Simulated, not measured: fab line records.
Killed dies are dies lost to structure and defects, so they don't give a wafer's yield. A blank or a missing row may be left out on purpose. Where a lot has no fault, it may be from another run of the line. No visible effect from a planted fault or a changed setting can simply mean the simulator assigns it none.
2 desks looking at one fault ; flow sky130 ; only its own numbers are on each desk; what lay behind them is given at the end

== THE TOOL OWNER'S DESK: implanter-03 ==
SKY_LDD_HVP_IMPLANT_08, tool's own readings: per-lot mean of the sampled wafers with a number, covering each lot this tool ran. If a lot's mean is further than 4 standard deviations from the usual mean, the lot is out of limits and carries the mark OUT (the distance appears in the brackets).
Columns: A = beam-energy-keV at SKY_LDD_HVP_IMPLANT_08, usual 20.000; B = faraday-current-uA at SKY_LDD_HVP_IMPLANT_08, usual 96.0
lot;first seen here;A;B
L544;day 25 05:08;25.029 (+99 or more) OUT;98.4
L548;day 25 22:40;25.038 (+99 or more) OUT;94.8
L554;day 28 05:35;20.005;96.3
This desk finds L544, L548 out of limits, L544 being first, at day 25 05:08 (beam-energy-keV at SKY_LDD_HVP_IMPLANT_08). Within limits: L554.

== THE METROLOGY DESK ==
What the gauges read for every lot (on any tool): the sampled wafers with a number, averaged. If a lot's mean is further than 4 standard deviations from the usual mean, the lot is out of limits and carries the mark OUT (the distance appears in the brackets).
Columns: A = LDD_HVN_OVL at SKY_LDD_HVN_OVL_MEAS_07, usual -1.3 nm; B = LDD_HVN_TW at SKY_LDD_HVN_TW_MEAS_10, usual 1436; C = LDD_HVP_OVL at SKY_LDD_HVP_OVL_MEAS_07, usual -0.1 nm
lot;first seen here;A;B;C
L538;day 21 04:53;-1.2;1400;-0.5
L544;day 23 23:05;-0.6;1434;-1.3
L546;day 24 07:41;-3.4;1403;0.4
L547;day 24 15:41;-2.0;1403;-1.9
L548;day 24 16:47;1.0;1423;-1.3
L554;day 27 00:35;-2.1;1454;-1.3
This desk found nothing out of limits on any of the 6 lots.

== ALL TOGETHER ==
An alarm could have come from the tool owner's desk at day 25 05:08, on L544, L548.
The metrology desk saw nothing out of limits.
The metrology desk has L544, L548 on record, within its limits.
Of the lots named, all ran SKY_LDD_HVP_IMPLANT_08 on implanter-03.

== WHAT THE SIMULATOR HAD PUT IN ==
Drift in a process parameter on implanter-03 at SKY_LDD_HVP_IMPLANT_08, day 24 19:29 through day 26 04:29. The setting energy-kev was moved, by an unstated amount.
Struck lots among those shown: L544, L548.
Hours from the fault's start to each desk's first reading out of limits: the tool owner's desk, 10.
